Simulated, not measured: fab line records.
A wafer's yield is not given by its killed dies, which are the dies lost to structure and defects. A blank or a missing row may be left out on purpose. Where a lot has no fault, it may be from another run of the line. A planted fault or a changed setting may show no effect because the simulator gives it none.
fab line records    flow sky130
[record] lots = 13  wafers = 39  last_day = 51
route steps=708 shown POLY_GATE@205 LDD_N@244 LDD_HVN@275 LDD_HVP@287 PAD_OPEN@708
lots that met no fault: from a run of the same line without faults
start_h: hours from the record's first day to the start of the lot's first wafer shown    wait_h: hours since the lot's step before    " unchanged from the row above    L1.1+2: several wafers, shown together as one row    - no value, or no start given    * or withheld: withheld    < > ~ a bound
route shown NAME@n: names a module that has steps shown in the file, with the first one's number in the route    usual: mean and standard deviation over wafers with no fault    same: alike in all rows    chamber/n: place in a boat    sites: readings site by site    _std_site: the standard deviation of these    _edge_site: mean of outer sites minus mean of inner sites    radius_mm: for every site, how far away it sits from the centre of the wafer    mask NAME#n: copy n    behind: the last tool/chamber to shape the wafer    hold: what put the lot on hold/how long, in hours/how the hold closed    device: which transistor (n, p or np) failed to switch    end of line: the route-end tests of the same wafers    for a step that has no rows: nothing shown but its recipe    killed: dies lost to structure and defects at the first sort, not the wafer's yield    map: dies across one wafer; x = killed, . = not, _ = none there
set.NAME: the setting as run; set.NAME@STEP: as run at that earlier step    model.NAME: the simulator's own value behind a step, which no gauge read
a sample of lots followed through the steps of the route, with each step as a table and each wafer as a row
services: a tool's chamber out of use, with start hour (start_h, from the record's first day; less than 0 if before it), hours out, and reason
[[steps]]
[step SKY_POLY_GATE_THK_MEAS_01]
[recipe] reads = poly-Si_of_POLY_GATE_CVD_00
[usual] POLY_GATE_CVD_00_THK = 179.5/1.7
lot.wafer  tool           chamber  start_h  wait_h  POLY_GATE_CVD_00_THK[nm]
L868.2     film_metro-02  -        337.56   0.0     182.1
L868.3     "              -        "        "       181.9
L868.4     "              -        "        "       182.1
L869.3     film_metro-02  -        341.90   0.0     179.2
L869.4     "              -        "        "       181.5
L869.6     "              -        "        "       179.4
L870.2     film_metro-01  -        355.26   0.0     179.9
L870.5     "              -        "        "       178.8
L870.6     "              -        "        "       179.6
L874.3     film_metro-02  -        379.88   0.0     180.2
L874.4     "              -        "        "       181.6
L874.6     "              -        "        "       180.8
L876.1     film_metro-03  -        391.10   0.0     180.4
L876.2     "              -        "        "       180.0
L876.6     "              -        "        "       180.3
L880.4     film_metro-03  -        440.15   0.0     181.6
L880.5     "              -        "        "       181.6
L880.6     "              -        "        "       181.9
L883.1     film_metro-01  -        459.84   0.0     179.6
L883.5     "              -        "        "       177.1
L883.6     "              -        "        "       177.8
L884.3     film_metro-01  -        467.72   0.0     179.6
L884.4     "              -        "        "       180.0
L884.5     "              -        "        "       180.8
L886.1     film_metro-01  -        482.34   0.0     181.2
L886.2     "              -        "        "       179.7
L886.6     "              -        "        "       177.6
L887.1     film_metro-01  -        491.10   0.0     182.4
L887.5     "              -        "        "       180.9
L887.6     "              -        "        "       182.1
L888.2     film_metro-01  -        493.38   0.0     177.6
L888.4     "              -        "        "       178.6
L888.5     "              -        "        "       179.8
L889.1     film_metro-03  -        509.51   0.0     180.2
L889.2     "              -        "        "       181.4
L889.4     "              -        "        "       180.0
L891.1     film_metro-01  -        519.66   0.0     177.0
L891.2     "              -        "        "       177.4
L891.4     "              -        "        "       178.6
[step SKY_LDD_N_OVL_MEAS_07]
[usual] LDD_N_OVL = 0.1/1
lot.wafer  tool        chamber  start_h  wait_h  LDD_N_OVL[nm]
L868.2     overlay-02  -        431.54   0.1     0.8
L868.3     "           -        "        "       0.9
L868.4     "           -        "        "       0.2
L869.3     overlay-01  -        435.75   0.1     0.6
L869.4     "           -        "        "       -0.3
L869.6     "           -        "        "       -1.3
L870.2     overlay-02  -        451.73   0.1     0.2
L870.5     "           -        "        "       0.3
L870.6     "           -        "        "       -0.7
L874.3     overlay-02  -        479.70   0.1     -1.0
L874.4     "           -        "        "       -0.1
L874.6     "           -        "        "       0.9
L876.1     overlay-02  -        492.28   0.1     -0.6
L876.2     "           -        "        "       0.0
L876.6     "           -        "        "       0.8
L880.4     overlay-01  -        542.30   0.1     -0.9
L880.5     "           -        "        "       -2.0
L880.6     "           -        "        "       0.5
L883.1     overlay-02  -        558.68   0.1     -0.6
L883.5     "           -        "        "       -0.2
L883.6     "           -        "        "       1.2
L884.3     overlay-02  -        565.79   0.1     0.3
L884.4     "           -        "        "       -1.8
L884.5     "           -        "        "       -2.5
L886.1     overlay-02  -        579.58   0.1     0.7
L886.2     "           -        "        "       -0.4
L886.6     "           -        "        "       1.5
L887.1     overlay-01  -        587.67   0.1     -0.5
L887.5     "           -        "        "       0.0
L887.6     "           -        "        "       0.5
L888.2     overlay-02  -        590.13   0.1     0.2
L888.4     "           -        "        "       0.9
L888.5     "           -        "        "       0.0
L889.1     overlay-01  -        608.52   0.1     1.9
L889.2     "           -        "        "       0.0
L889.4     "           -        "        "       0.5
L891.1     overlay-01  -        612.83   0.1     0.6
L891.2     "           -        "        "       -0.2
L891.4     "           -        "        "       1.5
[step SKY_LDD_HVN_IMPLANT_08]
[recipe] species = P  energy_kev = 60  dose_cm2 = 3e+13  tilt_deg = 40
[usual] beam_energy_keV = 60.004/0.02
lot.wafer  tool          chamber  start_h  wait_h  beam_energy_keV
L868.2     implanter-03  0        497.48   0.0     59.949
L868.3     "             0        "        "       59.973
L868.4     "             0        "        "       59.985
L869.3     implanter-03  0        501.66   0.1     59.981
L869.4     "             0        "        "       59.966
L869.6     "             0        "        "       59.974
L870.2     implanter-02  0        516.80   0.0     60.013
L870.5     "             0        "        "       60.014
L870.6     "             0        "        "       60.015
L874.3     implanter-03  0        544.91   0.1     60.018
L874.4     "             0        "        "       60.039
L874.6     "             0        "        "       60.041
L876.1     implanter-02  0        556.21   0.0     60.016
L876.2     "             0        "        "       60.020
L876.6     "             0        "        "       60.007
L880.4     implanter-03  0        603.15   0.1     60.037
L880.5     "             0        "        "       59.992
L880.6     "             0        "        "       60.016
L883.1     implanter-03  0        619.12   0.0     77.249
L883.5     "             0        "        "       77.229
L883.6     "             0        "        "       77.251
L884.3     implanter-03  0        626.62   0.1     77.240
L884.4     "             0        "        "       77.246
L884.5     "             0        "        "       77.235
L886.1     implanter-02  0        640.52   0.0     60.012
L886.2     "             0        "        "       60.002
L886.6     "             0        "        "       60.018
L887.1     implanter-04  0        648.22   0.0     60.025
L887.5     "             0        "        "       60.004
L887.6     "             0        "        "       60.003
L888.2     implanter-04  0        649.17   0.0     60.016
L888.4     "             0        "        "       60.005
L888.5     "             0        "        "       60.028
L889.1     implanter-04  0        668.56   0.0     59.978
L889.2     "             0        "        "       59.971
L889.4     "             0        "        "       59.994
L891.1     implanter-02  0        672.87   0.0     60.008
L891.2     "             0        "        "       60.013
L891.4     "             0        "        "       59.980
[step SKY_LDD_HVN_TW_MEAS_10]
[usual] LDD_HVN_TW = 1433/19
lot.wafer  tool           chamber  start_h  wait_h  LDD_HVN_TW
L868.2     film_metro-03  -        497.72   0.1     1409
L868.3     "              -        "        "       1410
L868.4     "              -        "        "       1415
L869.3     film_metro-02  -        501.88   0.1     1460
L869.4     "              -        "        "       1462
L869.6     "              -        "        "       1457
L870.2     film_metro-01  -        517.03   0.1     1420
L870.5     "              -        "        "       1412
L870.6     "              -        "        "       1422
L874.3     film_metro-01  -        545.13   0.1     1435
L874.4     "              -        "        "       1427
L874.6     "              -        "        "       1424
L876.1     film_metro-01  -        556.46   0.1     1427
L876.2     "              -        "        "       1436
L876.6     "              -        "        "       1433
L880.4     film_metro-03  -        603.35   0.1     1413
L880.5     "              -        "        "       1421
L880.6     "              -        "        "       1418
L883.1     film_metro-03  -        619.37   0.1     1502
L883.5     "              -        "        "       1498
L883.6     "              -        "        "       1504
L884.3     film_metro-03  -        626.84   0.1     1505
L884.4     "              -        "        "       1504
L884.5     "              -        "        "       1498
L886.1     film_metro-01  -        640.77   0.1     1425
L886.2     "              -        "        "       1428
L886.6     "              -        "        "       1424
L887.1     film_metro-03  -        648.47   0.1     1406
L887.5     "              -        "        "       1406
L887.6     "              -        "        "       1402
L888.2     film_metro-02  -        649.40   0.1     1454
L888.4     "              -        "        "       1445
L888.5     "              -        "        "       1453
L889.1     film_metro-02  -        668.81   0.1     1452
L889.2     "              -        "        "       1455
L889.4     "              -        "        "       1449
L891.1     film_metro-02  -        673.12   0.1     1456
L891.2     "              -        "        "       1461
L891.4     "              -        "        "       1463
[step SKY_LDD_HVP_STRIP_09]
[recipe] chemistry = O2/N2  power_w = 1400  pressure_mtorr = 1500  platen_temp_c = withheld  o2_flow_sccm = 3000  n2_flow_sccm = 300  overash_fraction = 0.5
[usual] drypump_motor_current_A = 5.8/0.55  oes_product_au = 0.408/0.0047  strip_time_to_endpoint_s = 4.136/0.013
lot.wafer  tool             chamber  start_h  wait_h  drypump_motor_current_A  oes_product_au  rf_hours_counter_h  strip_time_to_endpoint_s
L868.2     plasma_asher-03  0        529.69   0.1     5.9                      0.406           71                  4.151
L868.3     "                1        "        "       6.8                      0.417           -                   4.176
L868.4     "                0        "        "       5.9                      0.411           -                   4.133
L869.3     plasma_asher-03  1        534.18   0.1     6.8                      0.399           -                   4.105
L869.4     "                0        "        "       5.9                      0.407           -                   4.138
L869.6     "                1        "        "       6.8                      0.403           -                   4.138
L870.2     plasma_asher-03  0        548.22   0.1     5.9                      0.405           73                  4.149
L870.5     "                0        "        "       5.9                      0.409           -                   4.139
L870.6     "                1        "        "       6.8                      0.409           -                   4.170
L874.3     plasma_asher-01  1        574.70   0.1     5.6                      0.413           -                   4.106
L874.4     "                0        "        "       5.1                      0.407           -                   4.122
L874.6     "                1        "        "       5.6                      0.415           -                   4.117
L876.1     plasma_asher-01  0        586.42   0.1     5.1                      0.404           47                  4.139
L876.2     "                1        "        "       5.6                      0.407           47                  4.140
L876.6     "                1        "        "       5.6                      0.409           -                   4.138
L880.4     plasma_asher-01  1        632.80   0.1     5.6                      0.416           -                   4.132
L880.5     "                0        "        "       5.1                      0.403           -                   4.123
L880.6     "                1        "        "       5.6                      0.406           -                   4.124
L883.1     plasma_asher-03  0        648.99   0.1     5.9                      0.408           83                  4.113
L883.5     "                0        "        "       5.9                      0.413           -                   4.124
L883.6     "                1        "        "       6.8                      0.405           -                   4.126
L884.3     plasma_asher-02  1        656.15   0.1     5.9                      0.409           -                   4.141
L884.4     "                0        "        "       5.5                      0.410           -                   4.154
L884.5     "                0        "        "       5.5                      0.402           -                   4.140
L886.1     plasma_asher-01  1        669.92   0.1     5.6                      0.413           55                  4.134
L886.2     "                0        "        "       5.1                      0.410           55                  4.140
L886.6     "                1        "        "       5.6                      0.411           -                   4.142
L887.1     plasma_asher-01  0        677.27   0.1     5.1                      0.410           56                  4.165
L887.5     "                1        "        "       5.6                      0.407           -                   4.184
L887.6     "                0        "        "       5.1                      0.399           -                   4.150
L888.2     plasma_asher-02  1        677.87   0.1     5.9                      0.408           23                  4.134
L888.4     "                1        "        "       5.9                      0.401           -                   4.123
L888.5     "                0        "        "       5.5                      0.416           -                   4.142
L889.1     plasma_asher-01  1        696.97   0.1     5.6                      0.411           58                  4.136
L889.2     "                0        "        "       5.1                      0.409           58                  4.139
L889.4     "                1        "        "       5.6                      0.408           -                   4.160
L891.1     plasma_asher-03  1        700.94   0.1     6.8                      0.409           88                  4.139
L891.2     "                0        "        "       5.9                      0.410           88                  4.149
L891.4     "                0        "        "       5.9                      0.407           -                   4.131
[step SKY_PAD_OPEN_PROBE_99]
[usual] killed_at_M0_to_M3 = 43/6.4  killed_at_M4_up = 3.2/1.8  killed_at_contacts = 25/5.5  killed_at_front_end = 16/5.2  killed_at_other = 0.3/0.49  killed_dies = 88/10  killed_open = 48/7  killed_short = 40/7.1
[same] gross_dies = 492  killed_at_back_side = 0
lot.wafer  tool       chamber  start_h  wait_h  killed_at_M0_to_M3  killed_at_M4_up  killed_at_contacts  killed_at_front_end  killed_at_other  killed_dies  killed_open  killed_short
L886.1     prober-02  -        1195.62  0.1     38                  2                28                  27                   0                95           56           39
L886.2     prober-02  -        1195.67  0.1     57                  1                26                  17                   0                101          51           50
L886.6     prober-02  -        1195.87  0.2     29                  2                32                  12                   0                75           41           34
// killed by level:class
L886.1 VIA1:geometric_particle:open=15 CONTACT:geometric_particle:short=10 FIELD_ISO:geometric_particle:open=7 POLY_GATE:geometric_particle:open=7 CONTACT:geometric_particle:open=7 VIA2:geometric_particle:open=7 LI_CONTACT:geometric_particle:open=6 FIELD_ISO:geometric_particle:short=5
L886.2 VIA1:geometric_particle:open=13 VIA3:geometric_particle:open=10 METAL2:geometric_particle:short=10 VIA2:geometric_particle:open=9 LI_CONTACT:geometric_particle:short=6 CONTACT:geometric_particle:open=6 LI_CONTACT:geometric_particle:open=5 CONTACT:geometric_particle:short=5
L886.6 CONTACT:geometric_particle:open=15 VIA1:geometric_particle:open=7 LI_CONTACT:geometric_particle:open=6 CONTACT:geometric_particle:short=6 METAL3:geometric_particle:short=6 FIELD_ISO:geometric_particle:short=3 METAL2:geometric_particle:short=3 VIA2:geometric_particle:open=3
[[services]]
tool             chamber  start_h  hours  kind
plasma_asher-02  -        475.92   5.5    repair
implanter-03     -        477.69   0.7    repair
implanter-02     -        492.72   16.0   pm
implanter-04     -        527.80   0.9    repair
implanter-04     -        530.71   0.7    repair
implanter-02     -        542.89   0.8    repair
implanter-02     -        550.83   1.0    repair
implanter-04     -        559.85   2.7    repair
plasma_asher-03  -        569.74   1.7    repair
implanter-02     -        587.46   0.9    repair
plasma_asher-03  -        632.61   3.4    repair
implanter-04     -        641.97   1.2    repair
implanter-03     -        645.58   4.7    repair
plasma_asher-01  -        657.93   1.7    repair
implanter-03     -        658.72   1.6    repair
implanter-04     -        673.62   3.3    pm
implanter-03     -        695.74   4.5    pm
[[key]]
[first_sign] step = SKY_LDD_HVN_IMPLANT_08  reading = beam_energy_keV  direction = up  sigmas = 99+  usual = *  struck = *
[effect] step = SKY_LDD_HVN_TW_MEAS_10  reading = LDD_HVN_TW  direction = up  sigmas = 3.6  usual = 1433  struck = 1502
met_at SKY_LDD_HVN_IMPLANT_08
struck_lots L883,L884
tester_left_out L883,L884
not_acting_at SKY_POLY_GATE_THK_MEAS_01,SKY_LDD_N_OVL_MEAS_07,SKY_LDD_HVP_STRIP_09
onset_between 603.15 619.12
[fault] kind = process_parameter_drift  tool = implanter-03  chamber = -  onset_h = 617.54  steps = SKY_LDD_HVN_IMPLANT_08  channel = energy_kev  offset = *  shape = step  end_h = 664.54  acts_in = *  stated = *
// tester_left_out: of these lots the tester's yield and bins aren't shown, on N5 and GAA mostly nor the transistor test; their killed dies are dies lost to structure and defects alone, not to doping, threshold or leakage, so they don't give the yield
